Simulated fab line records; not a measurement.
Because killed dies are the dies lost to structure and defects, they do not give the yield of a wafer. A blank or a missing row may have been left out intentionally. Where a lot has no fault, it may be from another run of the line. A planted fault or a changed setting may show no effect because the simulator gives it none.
The tool behind it: which one? / flow gf180mcu / 18 wafers sampled from 6 lots at 1 step of a route of 602

== WHAT THE GAUGES SHOWED, per wafer ==
GF_V5_OVL_MEAS_15.
lot=L271; measured=day 27 12:34; on=overlay-01; V5_OVL (nm)=2 5 -3
lot=L274; measured=day 28 08:42; on=overlay-01; V5_OVL (nm)=3 4 2
lot=L278; measured=day 29 06:33; on=overlay-01; V5_OVL (nm)=3 5 5
lot=L280; measured=day 29 21:34; on=overlay-01; V5_OVL (nm)=3 6 2
lot=L282; measured=day 30 08:34; on=overlay-01; V5_OVL (nm)=9 3 9
lot=L284; measured=day 30 19:43; on=overlay-02; V5_OVL (nm)=11 8 5

== WHICH TOOL RAN EACH LOT (tool, then ch and the chambers of the sampled wafers, then the start) ==
There is no process step in the record ahead of these readings.

== THE ANSWER, worked out from the rows above alone ==
Rule: the usual values come from the lots themselves. Put in order of their means at a reading, lots are off if they are a third of the lots or fewer, leave a main group of 4 or more, and stand apart from it by a gap of 3 or more times the standard deviation of the main group's means; of several such gaps the widest counts. A main group is skipped when, at the precision printed for the reading in the tables above, its means are all equal. A lot without any number at a reading at which 4 lots or more have one is off too. All remaining lots with rows at the step are treated as sound.
No lot is off at any reading shown: from this, nothing can be told.

== WHAT THE SIMULATOR HAD PUT IN ==
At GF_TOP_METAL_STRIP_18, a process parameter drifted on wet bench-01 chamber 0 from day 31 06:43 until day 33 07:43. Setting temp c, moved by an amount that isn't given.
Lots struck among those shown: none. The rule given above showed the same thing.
